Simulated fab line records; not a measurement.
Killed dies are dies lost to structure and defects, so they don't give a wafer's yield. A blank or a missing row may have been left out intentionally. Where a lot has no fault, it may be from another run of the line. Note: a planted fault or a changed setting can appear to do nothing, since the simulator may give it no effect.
fab line records ; flow sky130
record: lots: 13; wafers: 39; last_day: 50
route steps=708 shown FIELD_ISO@1 NWELL@60 VT_ADJUST_HVTP@92
lots that met no fault: from a run of the same line without faults
start_h: hours from the record's first day to the start of the lot's first wafer shown ; wait_h: time in hours since the lot's previous step ; " repeats the value in the row above ; L1.1+2: a single row standing in for several wafers ; - no value, or no start was given ; * or withheld: withheld ; < > ~ a bound
route shown NAME@n: a module of which the file shows steps, and the number in the route of the first ; usual: average and standard deviation across the fault-free wafers ; same: alike in all rows ; chamber/n: place in a boat ; sites: each site's reading ; _std_site: standard deviation across them ; _edge_site: outer sites' mean less inner sites' ; radius_mm: for every site, how far away it sits from the centre of the wafer ; mask NAME#n: copy n ; behind: the tool/chamber that last shaped the wafer ; hold: reason for holding the lot/hours on hold/outcome of the hold ; device: names the non-switching transistor (n, p or np) ; end of line: the tests these same wafers got at the end of their route ; for a step that has no rows: nothing shown but its recipe ; killed: the dies lost at the first sort to structure and to defects; this is not the yield of the wafer ; map: dies across one wafer; x = killed, . = not, _ = none there
set.NAME: the run value of the setting; set.NAME@STEP: its run value at that earlier step ; model.NAME: the simulator's own value behind a step, which no gauge read
route steps across a sampled set of lots; one table per step, one row per wafer
services: the hour from which a tool's chamber was out of use, counted from the record's first day as start_h (under 0 if before that day), plus the number of hours and why
== steps ==
step: SKY_FIELD_ISO_BOW_MEAS_00
recipe: mode: bow
usual: INCOMING_BOW: 0/6.7
lot.wafer;tool;chamber;start_h;wait_h;INCOMING_BOW[um]
L760.2;film_metro-01;-;10.02;-;-9
L760.3;film_metro-01;-;10.02;-;0
L760.4;film_metro-01;-;10.02;-;0
L761.2;film_metro-01;-;15.02;-;4
L761.4;film_metro-01;-;15.02;-;1
L761.5;film_metro-01;-;15.02;-;1
L763.2;film_metro-01;-;25.02;-;-1
L763.3;film_metro-01;-;25.02;-;-5
L763.4;film_metro-01;-;25.02;-;18
L764.2;film_metro-04;-;30.02;-;9
L764.3;film_metro-04;-;30.02;-;-18
L764.6;film_metro-04;-;30.02;-;2
L765.1;film_metro-01;-;35.00;-;14
L765.4;film_metro-01;-;35.00;-;2
L765.5;film_metro-01;-;35.00;-;1
L766.2;film_metro-04;-;40.02;-;-5
L766.4;film_metro-04;-;40.02;-;2
L766.6;film_metro-04;-;40.02;-;-10
L767.1;film_metro-04;-;45.00;-;3
L767.3;film_metro-04;-;45.00;-;10
L767.4;film_metro-04;-;45.00;-;3
L770.1;film_metro-03;-;60.00;-;2
L770.3;film_metro-03;-;60.00;-;2
L770.6;film_metro-03;-;60.00;-;-5
L771.3;film_metro-01;-;65.04;-;3
L771.5;film_metro-01;-;65.04;-;5
L771.6;film_metro-01;-;65.04;-;12
L780.2;film_metro-04;-;110.02;-;-1
L780.5;film_metro-04;-;110.02;-;-7
L780.6;film_metro-04;-;110.02;-;3
L781.2;film_metro-01;-;115.02;-;-8
L781.4;film_metro-01;-;115.02;-;1
L781.5;film_metro-01;-;115.02;-;-18
L782.3;film_metro-01;-;120.04;-;0
L782.4;film_metro-01;-;120.04;-;1
L782.5;film_metro-01;-;120.04;-;5
L783.1;film_metro-01;-;125.00;-;13
L783.4;film_metro-01;-;125.00;-;-1
L783.6;film_metro-01;-;125.00;-;1
step: SKY_NWELL_EXPOSE_07
recipe: mask_id: NWM; na: 0.6; source_shape: conventional; sigma_outer: 0.6; polarization: unpolarized; target_cd_nm: 840; dose_mj: 255
usual: reticle_temp_C: 23.02/0.089
lot.wafer;tool;chamber;start_h;wait_h;mask;reticle_temp_C
L760.2;iline_stepper-02;0;79.70;-;NWM#0;22.88
L760.3;iline_stepper-02;0;79.70;-;NWM#0;22.91
L760.4;iline_stepper-02;0;79.70;-;NWM#0;23.06
L761.2;iline_stepper-02;0;83.95;-;NWM#0;22.99
L761.4;iline_stepper-02;0;83.95;-;NWM#0;22.88
L761.5;iline_stepper-02;0;83.95;-;NWM#0;23.02
L763.2;iline_stepper-02;0;100.20;-;NWM#0;22.96
L763.3;iline_stepper-02;0;100.20;-;NWM#0;22.96
L763.4;iline_stepper-02;0;100.20;-;NWM#0;23.08
L764.2;iline_stepper-02;0;102.75;-;NWM#0;22.98
L764.3;iline_stepper-02;0;102.75;-;NWM#0;22.90
L764.6;iline_stepper-02;0;102.75;-;NWM#0;23.00
L765.1;iline_stepper-01;0;109.13;-;NWM#0;22.94
L765.4;iline_stepper-01;0;109.13;-;NWM#0;22.98
L765.5;iline_stepper-01;0;109.13;-;NWM#0;22.99
L766.2;iline_stepper-01;0;114.23;-;NWM#0;22.98
L766.4;iline_stepper-01;0;114.23;-;NWM#0;23.04
L766.6;iline_stepper-01;0;114.23;-;NWM#0;22.95
L767.1;iline_stepper-01;0;114.47;-;NWM#0;23.01
L767.3;iline_stepper-01;0;114.47;-;NWM#0;22.98
L767.4;iline_stepper-01;0;114.47;-;NWM#0;23.03
L770.1;iline_stepper-01;0;134.59;-;NWM_COMPLEMENT#0;22.97
L770.3;iline_stepper-01;0;134.59;-;NWM_COMPLEMENT#0;22.98
L770.6;iline_stepper-01;0;134.59;-;NWM_COMPLEMENT#0;22.93
L771.3;iline_stepper-01;0;142.15;-;NWM#0;22.97
L771.5;iline_stepper-01;0;142.15;-;NWM#0;22.95
L771.6;iline_stepper-01;0;142.15;-;NWM#0;23.04
L780.2;iline_stepper-01;0;194.26;-;NWM#0;23.15
L780.5;iline_stepper-01;0;194.26;-;NWM#0;23.00
L780.6;iline_stepper-01;0;194.26;-;NWM#0;23.18
L781.2;iline_stepper-02;0;199.33;-;NWM#0;23.00
L781.4;iline_stepper-02;0;199.33;-;NWM#0;22.94
L781.5;iline_stepper-02;0;199.33;-;NWM#0;23.00
L782.3;iline_stepper-01;0;203.08;-;NWM#0;22.90
L782.4;iline_stepper-01;0;203.08;-;NWM#0;23.07
L782.5;iline_stepper-01;0;203.08;-;NWM#0;22.99
L783.1;iline_stepper-01;0;209.57;-;NWM#0;23.02
L783.4;iline_stepper-01;0;209.57;-;NWM#0;22.94
L783.6;iline_stepper-01;0;209.57;-;NWM#0;23.15
step: SKY_NWELL_OVL_MEAS_10
usual: NWELL_00_OVL: 0.2/1.4
lot.wafer;tool;chamber;start_h;wait_h;NWELL_00_OVL[nm]
L760.2;overlay-01;-;88.41;-;-0.6
L760.3;overlay-01;-;88.41;-;-0.7
L760.4;overlay-01;-;88.41;-;1.3
L761.2;overlay-01;-;91.99;-;0.3
L761.4;overlay-01;-;91.99;-;1.3
L761.5;overlay-01;-;91.99;-;0.2
L763.2;overlay-01;-;109.24;-;-0.6
L763.3;overlay-01;-;109.24;-;-1.5
L763.4;overlay-01;-;109.24;-;0.2
L764.2;overlay-02;-;111.42;-;-2.3
L764.3;overlay-02;-;111.42;-;-1.5
L764.6;overlay-02;-;111.42;-;-1.8
L765.1;overlay-02;-;118.08;-;-2.1
L765.4;overlay-02;-;118.08;-;0.1
L765.5;overlay-02;-;118.08;-;-1.1
L766.2;overlay-01;-;123.97;-;0.1
L766.4;overlay-01;-;123.97;-;0.6
L766.6;overlay-01;-;123.97;-;0.4
L767.1;overlay-01;-;124.32;-;1.3
L767.3;overlay-01;-;124.32;-;-0.6
L767.4;overlay-01;-;124.32;-;-1.1
L770.1;overlay-01;-;144.68;-;-
L770.3;overlay-01;-;144.68;-;-
L770.6;overlay-01;-;144.68;-;-
L771.3;overlay-02;-;151.53;-;-0.9
L771.5;overlay-02;-;151.53;-;-1.5
L771.6;overlay-02;-;151.53;-;-3.3
L780.2;overlay-01;-;204.52;-;-1.0
L780.5;overlay-01;-;204.52;-;-0.7
L780.6;overlay-01;-;204.52;-;-1.1
L781.2;overlay-01;-;211.02;-;1.2
L781.4;overlay-01;-;211.02;-;0.0
L781.5;overlay-01;-;211.02;-;-0.4
L782.3;overlay-01;-;214.67;-;1.1
L782.4;overlay-01;-;214.67;-;1.1
L782.5;overlay-01;-;214.67;-;0.0
L783.1;overlay-02;-;220.82;-;-1.0
L783.4;overlay-02;-;220.82;-;0.5
L783.6;overlay-02;-;220.82;-;-0.2
step: SKY_NWELL_TW_MEAS_15
usual: NWELL_TW: 1819/14
lot.wafer;tool;chamber;start_h;wait_h;NWELL_TW
L760.2;film_metro-02;-;89.00;0.1;1812
L760.3;film_metro-02;-;89.00;0.1;1807
L760.4;film_metro-02;-;89.00;0.1;1797
L761.2;film_metro-03;-;92.58;0.1;1829
L761.4;film_metro-03;-;92.58;0.1;1816
L761.5;film_metro-03;-;92.58;0.1;1829
L763.2;film_metro-02;-;109.83;0.1;1815
L763.3;film_metro-02;-;109.83;0.1;1812
L763.4;film_metro-02;-;109.83;0.1;1817
L764.2;film_metro-04;-;112.01;0.1;1837
L764.3;film_metro-04;-;112.01;0.1;1846
L764.6;film_metro-04;-;112.01;0.1;1844
L765.1;film_metro-04;-;118.67;0.1;1829
L765.4;film_metro-04;-;118.67;0.1;1839
L765.5;film_metro-04;-;118.67;0.1;1834
L766.2;film_metro-04;-;124.56;0.1;1841
L766.4;film_metro-04;-;124.56;0.1;1827
L766.6;film_metro-04;-;124.56;0.1;1839
L767.1;film_metro-02;-;124.90;0.1;1811
L767.3;film_metro-02;-;124.90;0.1;1792
L767.4;film_metro-02;-;124.90;0.1;1805
L770.1;film_metro-04;-;145.27;0.1;30
L770.3;film_metro-04;-;145.27;0.1;30
L770.6;film_metro-04;-;145.27;0.1;30
L771.3;film_metro-02;-;152.12;0.1;1797
L771.5;film_metro-02;-;152.12;0.1;1795
L771.6;film_metro-02;-;152.12;0.1;1803
L780.2;film_metro-02;-;205.11;0.1;1809
L780.5;film_metro-02;-;205.11;0.1;1812
L780.6;film_metro-02;-;205.11;0.1;1816
L781.2;film_metro-04;-;211.61;0.1;1833
L781.4;film_metro-04;-;211.61;0.1;1836
L781.5;film_metro-04;-;211.61;0.1;1831
L782.3;film_metro-03;-;215.26;0.1;1825
L782.4;film_metro-03;-;215.26;0.1;1831
L782.5;film_metro-03;-;215.26;0.1;1825
L783.1;film_metro-04;-;221.40;0.1;1826
L783.4;film_metro-04;-;221.40;0.1;1827
L783.6;film_metro-04;-;221.40;0.1;1841
step: SKY_NWELL_STRIP_25
recipe: chemistry: O2/N2; power_w: 1400; pressure_mtorr: 1500; platen_temp_c: withheld; o2_flow_sccm: 3000; n2_flow_sccm: 300; overash_fraction: 0.5
usual: drypump_motor_current_A: 5.35/0.19; oes_product_au: 0.722/0.0041; strip_time_to_endpoint_s: 36.93/0.11
lot.wafer;tool;chamber;start_h;wait_h;drypump_motor_current_A;oes_product_au;rf_hours_counter_h;strip_time_to_endpoint_s
L760.2;plasma_asher-04;0;106.49;0.1;5.24;0.716;30;36.89
L760.3;plasma_asher-04;1;106.49;0.1;5.19;0.728;-;37.00
L760.4;plasma_asher-04;0;106.49;0.1;5.23;0.728;-;37.06
L761.2;plasma_asher-04;0;109.95;0.1;5.22;0.715;30;37.03
L761.4;plasma_asher-04;0;109.95;0.1;5.22;0.726;-;36.90
L761.5;plasma_asher-04;1;109.95;0.1;5.17;0.716;-;36.85
L763.2;plasma_asher-04;1;128.59;0.1;5.18;0.715;32;36.85
L763.3;plasma_asher-04;1;128.59;0.1;5.16;0.721;-;36.81
L763.4;plasma_asher-04;0;128.59;0.1;5.22;0.727;-;36.87
L764.2;plasma_asher-04;0;131.54;0.1;5.22;0.721;32;36.99
L764.3;plasma_asher-04;1;131.54;0.1;5.19;0.724;-;36.97
L764.6;plasma_asher-04;1;131.54;0.1;5.17;0.722;-;36.90
L765.1;plasma_asher-04;0;138.19;0.1;5.24;0.720;33;36.80
L765.4;plasma_asher-04;1;138.19;0.1;5.14;0.723;-;36.86
L765.5;plasma_asher-04;0;138.19;0.1;5.20;0.726;-;36.89
L766.2;plasma_asher-04;1;143.94;0.1;5.15;0.725;33;36.76
L766.4;plasma_asher-04;1;143.94;0.1;5.19;0.719;-;36.84
L766.6;plasma_asher-04;1;143.94;0.1;5.14;0.724;-;36.86
L767.1;plasma_asher-02;1;144.75;0.1;5.41;0.718;45;37.06
L767.3;plasma_asher-02;1;144.75;0.1;5.40;0.726;-;37.13
L767.4;plasma_asher-02;0;144.75;0.1;5.72;0.720;-;37.12
L770.1;plasma_asher-01;0;164.64;0.1;5.22;0.725;45;36.98
L770.3;plasma_asher-01;1;164.64;0.1;5.30;0.722;-;36.92
L770.6;plasma_asher-01;1;164.64;0.1;5.33;0.718;-;36.96
L771.3;plasma_asher-04;0;172.85;0.1;5.22;0.728;-;36.85
L771.5;plasma_asher-04;1;172.85;0.1;5.16;0.718;-;36.93
L771.6;plasma_asher-04;0;172.85;0.1;5.23;0.730;-;36.90
L780.2;plasma_asher-02;1;229.07;0.1;5.40;0.723;55;36.75
L780.5;plasma_asher-02;0;229.07;0.1;5.72;0.717;-;36.78
L780.6;plasma_asher-02;1;229.07;0.1;5.40;0.723;-;36.76
L781.2;plasma_asher-02;0;235.07;0.1;5.70;0.726;56;36.88
L781.4;plasma_asher-02;1;235.07;0.1;5.38;0.727;-;36.74
L781.5;plasma_asher-02;0;235.07;0.1;5.70;0.722;-;36.80
L782.3;plasma_asher-01;1;239.14;0.1;5.31;0.718;-;36.89
L782.4;plasma_asher-01;0;239.14;0.1;5.26;0.723;-;36.80
L782.5;plasma_asher-01;1;239.14;0.1;5.32;0.718;-;36.79
L783.1;plasma_asher-02;0;245.22;0.1;5.70;0.725;58;36.92
L783.4;plasma_asher-02;0;245.22;0.1;5.71;0.732;-;36.88
L783.6;plasma_asher-02;1;245.22;0.1;5.41;0.720;-;36.81
step: SKY_NWELL_TW_MEAS_26
usual: NWELL_2_TW: 496/4.2
lot.wafer;tool;chamber;start_h;wait_h;NWELL_2_TW
L760.2;film_metro-04;-;106.60;0.1;505
L760.3;film_metro-04;-;106.60;0.1;506
L760.4;film_metro-04;-;106.60;0.1;502
L761.2;film_metro-03;-;110.06;0.1;499
L761.4;film_metro-03;-;110.06;0.1;501
L761.5;film_metro-03;-;110.06;0.1;503
L763.2;film_metro-04;-;128.70;0.1;504
L763.3;film_metro-04;-;128.70;0.1;502
L763.4;film_metro-04;-;128.70;0.1;505
L764.2;film_metro-02;-;131.65;0.1;492
L764.3;film_metro-02;-;131.65;0.1;492
L764.6;film_metro-02;-;131.65;0.1;491
L765.1;film_metro-02;-;138.29;0.1;491
L765.4;film_metro-02;-;138.29;0.1;489
L765.5;film_metro-02;-;138.29;0.1;489
L766.2;film_metro-03;-;144.05;0.1;494
L766.4;film_metro-03;-;144.05;0.1;495
L766.6;film_metro-03;-;144.05;0.1;493
L767.1;film_metro-04;-;144.85;0.1;499
L767.3;film_metro-04;-;144.85;0.1;498
L767.4;film_metro-04;-;144.85;0.1;501
L770.1;film_metro-02;-;164.74;0.1;1809
L770.3;film_metro-02;-;164.74;0.1;1808
L770.6;film_metro-02;-;164.74;0.1;1804
L771.3;film_metro-02;-;172.94;0.1;495
L771.5;film_metro-02;-;172.94;0.1;494
L771.6;film_metro-02;-;172.94;0.1;491
L780.2;film_metro-02;-;229.18;0.1;494
L780.5;film_metro-02;-;229.18;0.1;493
L780.6;film_metro-02;-;229.18;0.1;490
L781.2;film_metro-03;-;235.18;0.1;498
L781.4;film_metro-03;-;235.18;0.1;497
L781.5;film_metro-03;-;235.18;0.1;495
L782.3;film_metro-04;-;239.22;0.1;500
L782.4;film_metro-04;-;239.22;0.1;500
L782.5;film_metro-04;-;239.22;0.1;497
L783.1;film_metro-04;-;245.32;0.1;497
L783.4;film_metro-04;-;245.32;0.1;500
L783.6;film_metro-04;-;245.32;0.1;497
step: SKY_VT_ADJUST_HVTP_CD_MEAS_07
recipe: target_cd_nm: 380
usual: cd_nm: 380.5/2
lot.wafer;tool;chamber;start_h;wait_h;cd_nm
L760.2;cd_sem-01;-;125.80;0.1;381.9
L760.3;cd_sem-01;-;125.80;0.1;382.9
L760.4;cd_sem-01;-;125.80;0.1;382.5
L761.2;cd_sem-01;-;129.40;0.1;379.2
L761.4;cd_sem-01;-;129.40;0.1;379.4
L761.5;cd_sem-01;-;129.40;0.1;380.5
L763.2;cd_sem-02;-;149.11;0.2;378.8
L763.3;cd_sem-02;-;149.11;0.2;379.5
L763.4;cd_sem-02;-;149.11;0.2;380.8
L764.2;cd_sem-02;-;151.85;0.1;377.1
L764.3;cd_sem-02;-;151.85;0.1;378.7
L764.6;cd_sem-02;-;151.85;0.1;376.6
L765.1;cd_sem-02;-;158.63;0.2;379.9
L765.4;cd_sem-02;-;158.63;0.2;379.7
L765.5;cd_sem-02;-;158.63;0.2;379.8
L766.2;cd_sem-02;-;164.25;0.1;381.6
L766.4;cd_sem-02;-;164.25;0.1;384.0
L766.6;cd_sem-02;-;164.25;0.1;381.1
L767.1;cd_sem-02;-;165.23;0.1;379.1
L767.3;cd_sem-02;-;165.23;0.1;381.6
L767.4;cd_sem-02;-;165.23;0.1;381.9
L770.1;cd_sem-02;-;185.33;0.1;381.1
L770.3;cd_sem-02;-;185.33;0.1;381.3
L770.6;cd_sem-02;-;185.33;0.1;382.3
L771.3;cd_sem-01;-;194.56;0.2;379.6
L771.5;cd_sem-01;-;194.56;0.2;380.8
L771.6;cd_sem-01;-;194.56;0.2;377.1
L780.2;cd_sem-01;-;253.75;0.1;383.7
L780.5;cd_sem-01;-;253.75;0.1;380.1
L780.6;cd_sem-01;-;253.75;0.1;381.3
L781.2;cd_sem-01;-;259.00;0.1;381.2
L781.4;cd_sem-01;-;259.00;0.1;382.1
L781.5;cd_sem-01;-;259.00;0.1;383.2
L782.3;cd_sem-02;-;264.02;0.1;381.9
L782.4;cd_sem-02;-;264.02;0.1;383.1
L782.5;cd_sem-02;-;264.02;0.1;381.4
L783.1;cd_sem-02;-;270.41;0.1;378.7
L783.4;cd_sem-02;-;270.41;0.1;377.9
L783.6;cd_sem-02;-;270.41;0.1;379.3
== services ==
tool;chamber;start_h;hours;kind
plasma_asher-04;-;64.41;1.4;repair
plasma_asher-02;-;68.49;8.6;repair
plasma_asher-01;-;90.09;1.3;repair
iline_stepper-02;-;113.22;1.7;pm
iline_stepper-02;-;172.77;0.8;repair
plasma_asher-04;-;188.74;1.6;repair
plasma_asher-04;-;190.64;88.7;repair
plasma_asher-01;-;229.43;7.7;repair
iline_stepper-02;-;239.86;2.1;pm
iline_stepper-02;-;241.95;-;consumable_replace:lamp
iline_stepper-01;-;242.95;1.7;pm
== key ==
first_sign: step: SKY_NWELL_EXPOSE_07; reading: mask; direction: changed
effect: step: SKY_NWELL_OVL_MEAS_10; reading: NWELL_00_OVL; direction: missing
effect: step: SKY_NWELL_TW_MEAS_15; reading: NWELL_TW; direction: down; sigmas: 99+; usual: 1819; struck: 30
effect: step: SKY_NWELL_TW_MEAS_26; reading: NWELL_2_TW; direction: up; sigmas: 99+; usual: 496; struck: 1807
met_at SKY_NWELL_EXPOSE_07
struck_lots L770
sort_left_out L770.1,L770.3,L770.6
tester_left_out L770
not_acting_at SKY_FIELD_ISO_BOW_MEAS_00,SKY_NWELL_STRIP_25,SKY_VT_ADJUST_HVTP_CD_MEAS_07
onset_between 114.47 134.59
fault: kind: wrong_mask; tool: any; chamber: -; onset_h: 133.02; steps: SKY_NWELL_EXPOSE_07; aux_copy: NWM_COMPLEMENT#0; scope: struck_lots_only
tester_left_out: of these lots the tester's yield and bins aren't shown, on N5 and GAA mostly nor the transistor test; their killed dies are dies lost to structure and defects alone, not to doping, threshold or leakage, so they don't give the yield
sort_left_out: the simulated sort isn't trusted on such a fault, so these wafers' sort isn't shown, and their yield isn't known
